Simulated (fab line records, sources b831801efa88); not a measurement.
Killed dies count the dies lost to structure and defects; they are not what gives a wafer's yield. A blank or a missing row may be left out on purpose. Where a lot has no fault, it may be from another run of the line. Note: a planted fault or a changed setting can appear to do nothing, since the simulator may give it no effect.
fab line records	flow sky130
record: lots: 12	wafers: 36	last_day: 50
route steps=708 shown NWELL@34 DNWELL@44
lots that met no fault: taken from a fault-free run of the same line
start_h: start of the lot's first displayed wafer, in hours after the record's first day	wait_h: hours elapsed since this lot's preceding step	" unchanged from the row above	L1.1+2: one row covering several wafers at once	- no value, or no start given	* or withheld: withheld	< > ~ a bound
route shown NAME@n: names a module that has steps shown in the file, with the first one's number in the route	usual: average and standard deviation across the fault-free wafers	same: alike in all rows	chamber/n: place in a boat	sites: each site's reading	_std_site: their standard deviation	_edge_site: mean of outer sites minus mean of inner sites	radius_mm: how far each site lies from the wafer's centre	mask NAME#n: copy n	behind: the most recent tool/chamber to have shaped the wafer	hold: reason for holding the lot/hours on hold/outcome of the hold	device: transistor that didn't switch, given as n, p or np	end of line: at the end of the route, the tests of the same wafers	a step without rows: its recipe alone	killed: at the first sort, the dies lost to defects and structure; wafer yield is something else	map: shows each die of a wafer: x if killed, . if not, _ if none is there
set.NAME: the setting that was run; set.NAME@STEP: the one run at that earlier step	model.NAME: the simulator's own value behind a step, which no gauge read
the route's steps for a sample of lots (tables are steps, rows are wafers)
services: a tool's chamber out of use, with start hour (start_h, from the record's first day; less than 0 if before it), hours out, and reason
== steps ==
step: SKY_NWELL_THK_MEAS_02
recipe: reads: SiO2_of_NWELL_OXIDATION_01
usual: NWELL_OXIDATION_THK: 9.92/0.2
lot.wafer	tool	chamber	start_h	wait_h	NWELL_OXIDATION_THK[nm]
L426.4	film_metro-01	-	41.75	0.0	9.78
L426.5	"	-	"	"	9.86
L426.6	"	-	"	"	9.78
L427.4	film_metro-01	-	46.27	0.0	9.85
L427.5	"	-	"	"	9.90
L427.6	"	-	"	"	10.01
L428.1	film_metro-04	-	50.06	0.0	10.02
L428.4	"	-	"	"	10.03
L428.6	"	-	"	"	9.89
L429.1	film_metro-02	-	53.24	0.0	10.07
L429.3	"	-	"	"	10.02
L429.4	"	-	"	"	9.87
L431.1	film_metro-04	-	68.96	0.0	10.24
L431.2	"	-	"	"	10.34
L431.3	"	-	"	"	10.23
L432.1	film_metro-01	-	71.21	0.0	10.16
L432.4	"	-	"	"	10.17
L432.6	"	-	"	"	10.15
L433.3	film_metro-04	-	75.30	0.0	10.19
L433.4	"	-	"	"	10.06
L433.6	"	-	"	"	10.03
L437.1	film_metro-02	-	91.66	0.0	10.24
L437.4	"	-	"	"	10.29
L437.5	"	-	"	"	10.28
L438.3	film_metro-04	-	98.10	0.0	9.94
L438.4	"	-	"	"	9.99
L438.6	"	-	"	"	9.86
L439.3	film_metro-02	-	107.35	0.0	10.19
L439.5	"	-	"	"	10.12
L439.6	"	-	"	"	10.14
L447.1	film_metro-02	-	156.60	0.0	9.69
L447.3	"	-	"	"	9.70
L447.6	"	-	"	"	9.67
L449.1	film_metro-01	-	171.71	0.0	9.70
L449.2	"	-	"	"	9.74
L449.4	"	-	"	"	9.66
step: SKY_DNWELL_TW_MEAS_09
usual: DNWELL_TW: 1118/6.4
lot.wafer	tool	chamber	start_h	wait_h	DNWELL_TW
L426.4	film_metro-04	-	57.59	0.1	1121
L426.5	"	-	"	"	1122
L426.6	"	-	"	"	1122
L427.4	film_metro-01	-	62.39	0.1	1118
L427.5	"	-	"	"	1116
L427.6	"	-	"	"	1119
L428.1	film_metro-02	-	66.26	0.1	1117
L428.4	"	-	"	"	1117
L428.6	"	-	"	"	1118
L429.1	film_metro-04	-	69.68	0.1	1119
L429.3	"	-	"	"	1120
L429.4	"	-	"	"	1120
L431.1	film_metro-04	-	85.43	0.1	1112
L431.2	"	-	"	"	1115
L431.3	"	-	"	"	1104
L432.1	film_metro-01	-	88.38	0.1	1120
L432.4	"	-	"	"	1114
L432.6	"	-	"	"	1118
L433.3	film_metro-04	-	92.45	0.1	1108
L433.4	"	-	"	"	1113
L433.6	"	-	"	"	1117
L437.1	film_metro-02	-	109.93	0.1	1114
L437.4	"	-	"	"	1116
L437.5	"	-	"	"	1113
L438.3	film_metro-01	-	116.53	0.1	1116
L438.4	"	-	"	"	1116
L438.6	"	-	"	"	1116
L439.3	film_metro-02	-	125.40	0.1	1120
L439.5	"	-	"	"	1127
L439.6	"	-	"	"	1118
L447.1	film_metro-01	-	176.17	0.1	1122
L447.3	"	-	"	"	1119
L447.6	"	-	"	"	1124
L449.1	film_metro-02	-	190.70	0.1	1124
L449.2	"	-	"	"	1127
L449.4	"	-	"	"	1117
step: SKY_NWELL_IMPLANT_11
recipe: species: P	energy_kev: 400	dose_cm2: 1.9e+13	tilt_deg: withheld
usual: beam_energy_keV: 400.00/0.12	beam_on_s: 10.01/0.21	faraday_current_uA: 107.0/2.2
lot.wafer	tool	chamber	start_h	wait_h	beam_energy_keV	beam_on_s	faraday_current_uA
L426.4	implanter-01	0	91.37	0.1	399.89	10.09	106.5
L426.5	"	0	"	"	400.04	9.78	109.2
L426.6	"	0	"	"	400.09	10.29	104.3
L427.4	implanter-01	0	96.04	0.1	400.10	9.75	110.0
L427.5	"	0	"	"	399.74	9.94	108.0
L427.6	"	0	"	"	399.90	9.95	108.3
L428.1	implanter-02	0	100.58	0.0	399.84	10.19	105.2
L428.4	"	0	"	"	400.00	9.69	110.3
L428.6	"	0	"	"	400.04	10.09	106.2
L429.1	implanter-01	0	103.77	0.0	399.81	9.61	111.1
L429.3	"	0	"	"	399.84	10.12	105.6
L429.4	"	0	"	"	399.87	9.90	108.4
L431.1	implanter-04	0	120.59	0.0	399.98	10.42	102.9
L431.2	"	0	"	"	400.05	10.17	105.0
L431.3	"	0	"	"	400.07	9.80	108.9
L432.1	implanter-04	0	125.12	0.0	400.04	10.07	106.3
L432.4	"	0	"	"	400.09	10.31	104.1
L432.6	"	0	"	"	400.03	10.05	106.5
L433.3	implanter-01	0	129.84	0.1	399.90	10.10	106.3
L433.4	"	0	"	"	400.08	10.13	105.3
L433.6	"	0	"	"	400.01	10.28	105.0
L437.1	implanter-01	0	147.48	0.0	400.28	7.55	142.0
L437.4	"	0	"	"	400.09	7.75	138.3
L437.5	"	0	"	"	400.08	7.55	141.4
L438.3	implanter-04	0	154.73	0.1	399.93	9.99	107.5
L438.4	"	0	"	"	399.79	9.98	107.3
L438.6	"	0	"	"	399.88	10.37	102.6
L439.3	implanter-01	0	163.27	0.1	399.84	7.49	142.1
L439.5	"	0	"	"	400.01	7.85	136.9
L439.6	"	0	"	"	400.00	7.55	142.3
L447.1	implanter-02	0	221.64	0.0	400.12	9.86	108.7
L447.3	"	0	"	"	400.10	9.61	110.9
L447.6	"	0	"	"	400.03	10.22	105.0
L449.1	implanter-04	0	229.77	0.0	400.03	10.42	103.2
L449.2	"	0	"	"	400.20	9.77	109.3
L449.4	"	0	"	"	400.30	9.97	107.8
step: SKY_NWELL_TW_MEAS_15
usual: NWELL_TW: 1830/11
lot.wafer	tool	chamber	start_h	wait_h	hold	NWELL_TW
L426.4	film_metro-01	-	91.87	0.1	-	1840
L426.5	"	-	"	"	-	1823
L426.6	"	-	"	"	-	1826
L427.4	film_metro-01	-	96.55	0.1	-	1823
L427.5	"	-	"	"	-	1823
L427.6	"	-	"	"	-	1818
L428.1	film_metro-02	-	101.13	0.1	-	1833
L428.4	"	-	"	"	-	1827
L428.6	"	-	"	"	-	1819
L429.1	film_metro-01	-	104.32	0.1	-	1830
L429.3	"	-	"	"	-	1825
L429.4	"	-	"	"	-	1830
L431.1	film_metro-01	-	121.14	0.1	-	1816
L431.2	"	-	"	"	-	1807
L431.3	"	-	"	"	-	1818
L432.1	film_metro-01	-	125.67	0.1	-	1819
L432.4	"	-	"	"	-	1819
L432.6	"	-	"	"	-	1812
L433.3	film_metro-01	-	130.36	0.1	-	1813
L433.4	"	-	"	"	-	1816
L433.6	"	-	"	"	-	1826
L437.1	film_metro-02	-	148.03	0.1	await_dispo/0.2h/release	1702
L437.4	"	-	"	"	await_dispo/0.2h/release	1698
L437.5	"	-	"	"	await_dispo/0.2h/release	1709
L437.1	film_metro-02	-	148.25	0.2	-	1707
L437.4	"	-	"	"	-	1706
L437.5	"	-	"	"	-	1707
L438.3	film_metro-01	-	155.25	0.1	-	1854
L438.4	"	-	"	"	-	1845
L438.6	"	-	"	"	-	1840
L439.3	film_metro-01	-	163.79	0.1	await_dispo/0.2h/release	1700
L439.5	"	-	"	"	await_dispo/0.2h/release	1705
L439.6	"	-	"	"	await_dispo/0.2h/release	1693
L439.3	film_metro-01	-	164.02	0.2	-	1697
L439.5	"	-	"	"	-	1709
L439.6	"	-	"	"	-	1695
L447.1	film_metro-04	-	222.19	0.1	-	1829
L447.3	"	-	"	"	-	1816
L447.6	"	-	"	"	-	1817
L449.1	film_metro-02	-	230.32	0.1	-	1846
L449.2	"	-	"	"	-	1838
L449.4	"	-	"	"	-	1848
step: SKY_NWELL_RTA_28
recipe: temp_c: 1050	time_s: 30	idle_temp_c: 650	ramp_up_c_per_s: 150	ramp_down_c_per_s: 90	ambient: N2
usual: lamp_power_pct: 25.31/0.055	wafer_temp_C_max: 1054.8/0.87
lot.wafer	tool	chamber	start_h	wait_h	lamp_power_pct	wafer_temp_C_max
L426.4	rtp_anneal-02	0	110.13	0.1	25.33	1053.9
L426.5	"	0	"	"	25.26	1056.9
L426.6	"	0	"	"	25.30	1056.3
L427.4	rtp_anneal-01	0	115.11	0.1	25.34	1055.4
L427.5	"	0	"	"	25.22	1054.5
L427.6	"	0	"	"	25.30	1055.3
L428.1	rtp_anneal-02	0	119.23	0.0	25.34	1056.2
L428.4	"	0	"	"	25.33	1054.1
L428.6	"	0	"	"	25.35	1055.0
L429.1	rtp_anneal-01	0	122.39	0.0	25.29	1054.3
L429.3	"	0	"	"	25.39	1055.2
L429.4	"	0	"	"	25.31	1053.0
L431.1	rtp_anneal-02	0	140.54	0.0	25.33	1054.6
L431.2	"	0	"	"	25.28	1055.1
L431.3	"	0	"	"	25.28	1053.8
L432.1	rtp_anneal-01	0	144.65	0.0	25.31	1054.9
L432.4	"	0	"	"	25.27	1055.2
L432.6	"	0	"	"	25.33	1055.3
L433.3	rtp_anneal-02	0	149.62	0.0	25.35	1054.7
L433.4	"	0	"	"	25.46	1054.6
L433.6	"	0	"	"	25.31	1054.5
L437.1	rtp_anneal-01	0	167.79	0.0	25.33	1054.2
L437.4	"	0	"	"	25.21	1054.1
L437.5	"	0	"	"	25.37	1054.7
L438.3	rtp_anneal-02	0	174.81	0.0	25.25	1055.3
L438.4	"	0	"	"	25.27	1054.4
L438.6	"	0	"	"	25.33	1054.5
L439.3	rtp_anneal-01	0	183.11	0.0	25.30	1055.5
L439.5	"	0	"	"	25.33	1054.3
L439.6	"	0	"	"	25.34	1053.9
L447.1	rtp_anneal-02	0	245.83	0.0	25.23	1054.2
L447.3	"	0	"	"	25.26	1054.2
L447.6	"	0	"	"	25.34	1054.6
L449.1	rtp_anneal-01	0	253.23	0.0	25.29	1055.8
L449.2	"	0	"	"	25.24	1054.6
L449.4	"	0	"	"	25.21	1057.5
step: SKY_NWELL_RS_MEAS_29
recipe: thk_meas_gauge: four-point-probe
usual: NWELL_RS: 625.0/1.9
lot.wafer	tool	chamber	start_h	wait_h	hold	NWELL_RS[ohm/sq]
L426.4	film_metro-02	-	110.24	0.1	-	624.4
L426.5	"	-	"	"	-	625.5
L426.6	"	-	"	"	-	626.6
L427.4	film_metro-02	-	115.22	0.1	-	626.4
L427.5	"	-	"	"	-	625.7
L427.6	"	-	"	"	-	625.6
L428.1	film_metro-02	-	119.33	0.1	-	627.2
L428.4	"	-	"	"	-	627.0
L428.6	"	-	"	"	-	629.8
L429.1	film_metro-04	-	122.49	0.1	-	622.9
L429.3	"	-	"	"	-	624.1
L429.4	"	-	"	"	-	622.6
L431.1	film_metro-04	-	140.64	0.1	-	623.3
L431.2	"	-	"	"	-	624.1
L431.3	"	-	"	"	-	627.4
L432.1	film_metro-04	-	144.75	0.1	-	623.9
L432.4	"	-	"	"	-	623.9
L432.6	"	-	"	"	-	625.2
L433.3	film_metro-01	-	149.73	0.1	-	626.1
L433.4	"	-	"	"	-	626.6
L433.6	"	-	"	"	-	624.3
L437.1	film_metro-04	-	167.89	0.1	await_dispo/0.2h/release	718.9
L437.4	"	-	"	"	await_dispo/0.2h/release	719.5
L437.5	"	-	"	"	await_dispo/0.2h/release	719.5
L437.1	film_metro-04	-	168.25	0.3	-	718.0
L437.4	"	-	"	"	-	718.7
L437.5	"	-	"	"	-	718.3
L438.3	film_metro-01	-	174.92	0.1	-	623.1
L438.4	"	-	"	"	-	623.2
L438.6	"	-	"	"	-	624.0
L439.3	film_metro-02	-	183.22	0.1	await_dispo/0.2h/release	717.2
L439.5	"	-	"	"	await_dispo/0.2h/release	718.1
L439.6	"	-	"	"	await_dispo/0.2h/release	719.2
L439.3	film_metro-02	-	183.58	0.3	-	716.7
L439.5	"	-	"	"	-	719.1
L439.6	"	-	"	"	-	719.4
L447.1	film_metro-04	-	245.93	0.1	-	623.6
L447.3	"	-	"	"	-	623.6
L447.6	"	-	"	"	-	623.8
L449.1	film_metro-01	-	253.33	0.1	-	625.1
L449.2	"	-	"	"	-	624.4
L449.4	"	-	"	"	-	626.3
== services ==
tool	chamber	start_h	hours	kind
implanter-01	-	99.33	3.5	pm
implanter-02	-	232.64	5.2	repair
implanter-02	-	246.16	3.4	pm
== key ==
first_sign: step: SKY_NWELL_IMPLANT_11	reading: faraday_current_uA	direction: up	sigmas: 15	usual: 107.0	struck: 140.5
effect: step: SKY_NWELL_IMPLANT_11	reading: beam_on_s	direction: down	sigmas: 12	usual: 10.01	struck: 7.62
effect: step: SKY_NWELL_TW_MEAS_15	reading: visit	direction: added
effect: step: SKY_NWELL_TW_MEAS_15	reading: NWELL_TW	direction: down	sigmas: 12	usual: 1830	struck: 1701
effect: step: SKY_NWELL_RS_MEAS_29	reading: visit	direction: added
effect: step: SKY_NWELL_RS_MEAS_29	reading: NWELL_RS	direction: up	sigmas: 50	usual: 625.0	struck: 718.7
met_at SKY_NWELL_IMPLANT_11
struck_lots L437,L439
scrapped_behind SKY_NWELL_RS_MEAS_29 L437.1,L437.4,L437.5,L439.3,L439.5,L439.6
not_acting_at SKY_NWELL_THK_MEAS_02,SKY_DNWELL_TW_MEAS_09,SKY_NWELL_RTA_28
onset_between 129.84 147.48
fault: kind: process_parameter_drift	tool: implanter-01	chamber: -	onset_h: 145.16	steps: SKY_NWELL_IMPLANT_11	channel: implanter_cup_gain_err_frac	offset: 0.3	shape: step	end_h: 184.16
